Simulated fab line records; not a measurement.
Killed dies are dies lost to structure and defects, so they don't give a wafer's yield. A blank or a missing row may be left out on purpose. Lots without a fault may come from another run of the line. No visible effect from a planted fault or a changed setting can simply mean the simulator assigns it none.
The tool behind it: which one? -- flow gf180mcu -- 13 lots, 39 wafers sampled, at 5 steps of a route of 602

## WHAT THE GAUGES READ, wafer by wafer
GF_VT_IMPLANT_OVL_MEAS_40. Usual: VT_IMPLANT_03_OVL 0.1 nm, standard deviation 1.2.
lot,measured,on,VT_IMPLANT_03_OVL (nm),flag
L392,day 8 16:47,overlay-02,-0.9 -1.2 0.1,
L393,day 8 20:06,overlay-01,0.3 -1.4 -0.7,
L394,day 9 00:43,overlay-02,0.5 -0.1 -1.1,
L395,day 9 10:49,overlay-02,0.8 0.6 -1.5,
L396,day 9 14:39,overlay-02,0.1 -2.1 0.2,
L397,day 9 20:46,overlay-02,0.8 1.5 -2.1,
L399,day 10 07:22,overlay-02,0.3 1.1 0.4,
L400,day 10 15:22,overlay-02,-1.7 -1.0 -1.6,
L401,day 10 18:24,overlay-01,0.0 1.5 1.9,
L408,day 12 19:12,overlay-01,-0.2 1.3 -0.9,
L410,day 13 11:36,overlay-02,1.8 -0.8 1.6,
L411,day 13 15:10,overlay-01,-0.4 0.3 0.4,
L412,day 13 23:06,overlay-01,-1.4 1.5 0.9,

GF_VT_IMPLANT_RS_MEAS_47: measures by four-point-probe. Usual: NWELL_RS 487.8 ohm/sq, standard deviation 1.3.
lot,measured,on,NWELL_RS (ohm/sq),flag
L392,day 8 17:26,film-metro-04,488.8 488.9 489.2,
L393,day 8 20:43,film-metro-03,487.6 485.2 486.7,
L394,day 9 01:26,film-metro-04,488.8 488.5 487.2,
L395,day 9 11:26,film-metro-01,489.0 487.9 487.6,
L396,day 9 15:16,film-metro-03,487.3 487.0 487.3,
L397,day 9 21:28,film-metro-01,490.0 490.0 489.5,
L399,day 10 07:58,film-metro-03,484.9 485.2 484.8,
L400,day 10 16:08,film-metro-03,486.6 486.6 486.6,
L401,day 10 19:01,film-metro-01,489.3 488.6 488.6,
L408,day 12 19:49,film-metro-03,487.1 485.6 486.4,
L410,day 13 12:13,film-metro-04,490.0 488.9 488.4,
L411,day 13 15:47,film-metro-01,487.2 487.8 487.5,
L412,day 13 23:43,film-metro-01,489.6 487.8 490.2,

GF_POLY_GATE_THK_MEAS_01. Usual: POLY_GATE_CVD_00_THK 199.5 nm, standard deviation 1.8.
lot,measured,on,POLY_GATE_CVD_00_THK (nm),flag
L392,day 9 16:03,film-metro-02,202.0 199.6 201.3,
L393,day 9 20:20,film-metro-01,197.6 199.7 197.6,
L394,day 10 01:10,film-metro-03,200.4 199.6 200.4,
L395,day 10 09:34,film-metro-03,199.2 197.7 199.5,
L396,day 10 13:43,film-metro-03,198.3 196.1 195.1,
L397,day 10 21:38,film-metro-01,200.9 200.7 199.5,
L399,day 11 07:53,film-metro-03,196.9 197.6 197.6,
L400,day 11 19:39,film-metro-03,196.9 198.8 196.8,
L401,day 11 22:55,film-metro-03,194.5 193.5 193.6,OFF
L408,day 13 21:24,film-metro-03,199.6 198.9 198.8,
L410,day 14 13:37,film-metro-01,197.8 197.0 197.4,
L411,day 14 18:05,film-metro-02,200.4 199.9 197.8,
L412,day 15 01:59,film-metro-02,199.2 200.6 198.5,

GF_POLY_GATE_CD_MEAS_10: the cd target is 280 nm. Usual: cd-nm at 279.6 nm, with a standard deviation of 1.2.
lot,measured,on,cd-nm (nm),flag
L392,day 10 08:58,cd-sem-01,279.9 280.1 279.4,
L393,day 10 13:52,cd-sem-02,280.5 278.8 279.0,
L394,day 10 19:19,cd-sem-01,280.7 280.4 281.2,
L395,day 11 03:41,cd-sem-02,278.3 278.1 278.2,
L396,day 11 07:24,cd-sem-02,280.6 280.8 280.5,
L397,day 11 16:06,cd-sem-01,278.0 278.4 277.0,
L399,day 12 02:30,cd-sem-02,278.9 280.0 279.8,
L400,day 12 15:43,cd-sem-02,282.0 280.6 281.6,
L401,day 12 17:55,cd-sem-01,280.5 281.2 280.3,
L408,day 14 18:13,cd-sem-01,279.1 280.7 279.6,
L410,day 15 11:12,cd-sem-01,279.9 280.6 280.8,
L411,day 15 15:22,cd-sem-01,277.0 278.1 279.2,
L412,day 15 23:24,cd-sem-02,279.6 281.1 282.5,

## TOOL THAT RAN EACH LOT (tool first, then ch and the chambers of the sampled wafers, then the start)
lot,GF_POLY_GATE_CVD_00
L392,"lpcvd-01 ch 1, day 9 14:41"
L393,"lpcvd-02 ch 1, day 9 18:59"
L394,"lpcvd-01 ch 1, day 9 23:50"
L395,"lpcvd-02 ch 0, day 10 08:14"
L396,"lpcvd-01 ch 0, day 10 12:23"
L397,"lpcvd-01 ch 1, day 10 20:19"
L399,"lpcvd-02 ch 1, day 11 05:53"
L400,"lpcvd-02 ch 1, day 11 18:17"
L401,"lpcvd-01 ch 1, day 11 21:34"
L408,"lpcvd-02 ch 1, day 13 20:04"
L410,"lpcvd-02 ch 0, day 14 12:17"
L411,"lpcvd-02 ch 1, day 14 16:05"
L412,"lpcvd-02 ch 0, day 14 23:59"
- GF_POLY_GATE_CVD_00: deposits poly-Si, target thk 200 nm, time 1200 s.

## AS READ BY THE TOOLS THEMSELVES (means over the sampled wafers that have a number; for cases with no such wafer, the mark the record gives instead)
GF_POLY_GATE_CVD_00. Usual: zone-power-top-pct at 20.9 %, with a standard deviation of 1.1.
lot,tool,zone-power-top-pct (%),flag
L392,lpcvd-01,20.9,
L393,lpcvd-02,21.6,
L394,lpcvd-01,20.7,
L395,lpcvd-02,21.7,
L396,lpcvd-01,18.5,
L397,lpcvd-01,20.7,
L399,lpcvd-02,21.7,
L400,lpcvd-02,21.6,
L401,lpcvd-01,20.8,
L408,lpcvd-02,21.6,
L410,lpcvd-02,21.8,
L411,lpcvd-02,21.6,
L412,lpcvd-02,22.0,

## THE ANSWER, worked out from the rows above alone
Rule: a lot counts as off when the mean over its wafers that have a number is more than 3 standard deviations away from the usual mean. Also off: a lot with no number at a reading for which 4 or more lots have one. All remaining lots with rows at the step are treated as sound. The gauges are gone through in route order, then the tools' own readings, and for those a lot's mean is taken as printed above. The first step at which some lot is off is used, and at that step the reading that is off furthest; a lot without a number counts as furthest.
Off: L401, at GF_POLY_GATE_THK_MEAS_01 (POLY_GATE_CVD_00_THK).
If a tool, at a process step before that reading, ran all the lots that are off and no sound lot after the first of them, it fits. The gauges at GF_POLY_GATE_THK_MEAS_01 are tried like those tools. One candidate fits, namely lpcvd-01 at GF_POLY_GATE_CVD_00. A fault onset in the window from L397 (day 10 20:19, its last sound lot) to L401 (day 11 21:34, its first lot off) fits.

## WHAT HAD BEEN PUT IN BY THE SIMULATOR
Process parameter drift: lpcvd-01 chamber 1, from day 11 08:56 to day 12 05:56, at GF_POLY_GATE_CVD_00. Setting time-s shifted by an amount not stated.
Shown lots that were struck: L401. The rule given above showed the same thing.
